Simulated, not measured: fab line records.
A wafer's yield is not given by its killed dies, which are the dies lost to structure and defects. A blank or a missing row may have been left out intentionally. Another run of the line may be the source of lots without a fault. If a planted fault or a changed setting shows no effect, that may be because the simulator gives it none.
Which tool was responsible? ; flow sky130 ; 13 lots with 39 wafers sampled at 2 steps, on a route of 708 steps

== WHAT THE GAUGES READ, wafer by wafer ==
SKY_VT_ADJUST_HVTR_CD_MEAS_07: the cd target is 380 nm.
lot;measured;on;cd nm (nm)
L224;day 9 20:16;cd sem-02;381.4 381.1 381.1
L225;day 9 23:59;cd sem-01;380.1 381.6 380.7
L226;day 10 05:25;cd sem-02;375.9 377.5 374.9
L227;day 10 18:19;cd sem-01;377.7 376.5 376.6
L231;day 11 22:16;cd sem-02;379.3 377.3 381.7
L232;day 12 05:57;cd sem-02;382.4 380.5 380.3
L233;day 12 13:38;cd sem-01;377.9 378.0 375.0
L240;day 14 20:55;cd sem-02;379.5 380.0 377.9
L241;day 15 04:11;cd sem-01;380.7 378.8 379.8
L242;day 15 08:14;cd sem-01;380.0 378.0 380.5
L244;day 15 20:29;cd sem-02;379.0 381.2 379.6
L245;day 16 09:34;cd sem-01;379.5 375.0 375.8
L246;day 16 14:55;cd sem-02;376.0 378.9 379.2

SKY_VT_ADJUST_HVTR_OVL_MEAS_08.
lot;measured;on;VT_ADJUST_HVTR_OVL (nm)
L224;day 9 20:22;overlay-02;0.1 1.1 0.3
L225;day 10 00:06;overlay-02;-0.2 -1.2 0.2
L226;day 10 05:29;overlay-02;0.7 0.8 1.0
L227;day 10 18:26;overlay-02;1.9 2.3 2.3
L231;day 11 22:22;overlay-01;3.0 4.1 2.5
L232;day 12 06:04;overlay-01;0.5 1.5 0.3
L233;day 12 13:43;overlay-01;0.1 0.6 -0.3
L240;day 14 21:02;overlay-01;1.9 -1.7 -1.1
L241;day 15 04:18;overlay-02;-4.1 -1.4 -1.0
L242;day 15 08:21;overlay-01;-1.8 0.2 0.1
L244;day 15 20:36;overlay-02;-0.9 -0.1 -0.7
L245;day 16 09:42;overlay-02;-0.2 1.5 -0.3
L246;day 16 15:02;overlay-02;0.5 -0.5 0.9

== WHAT TOOL EACH LOT RAN ON (gives the tool, then ch and the chambers of the sampled wafers, and finally the start) ==
Record: no process step prior to these readings.

== AS READ BY THE TOOLS THEMSELVES (means over the sampled wafers that have a number; for cases with no such wafer, the mark the record gives instead) ==
The record holds no such reading with a usual standard deviation.

== THE ANSWER, worked out from the rows above alone ==
Rule: the usual values come from the lots themselves. Put in order of their means at a reading, lots are off if they are a third of the lots or fewer, leave a main group of 4 or more, and stand apart from it by a gap of 3 or more times the standard deviation of the main group's means; of several such gaps the widest counts. If all means in a main group match to the digits the tables above print for the reading, that group is not used. Also off: a lot with no number at a reading for which 4 or more lots have one. Where the step has rows for the other lots, those lots are counted as sound. Order of review: gauges by route order, followed by the tools' own readings, for which a lot's mean as printed above is used. At the first step where some lot is off, the reading lying furthest off is the one used; lots without a number count as furthest.
No lot is off on any of the readings shown, so nothing can be concluded from this.

== WHAT WAS PUT IN BY THE SIMULATOR ==
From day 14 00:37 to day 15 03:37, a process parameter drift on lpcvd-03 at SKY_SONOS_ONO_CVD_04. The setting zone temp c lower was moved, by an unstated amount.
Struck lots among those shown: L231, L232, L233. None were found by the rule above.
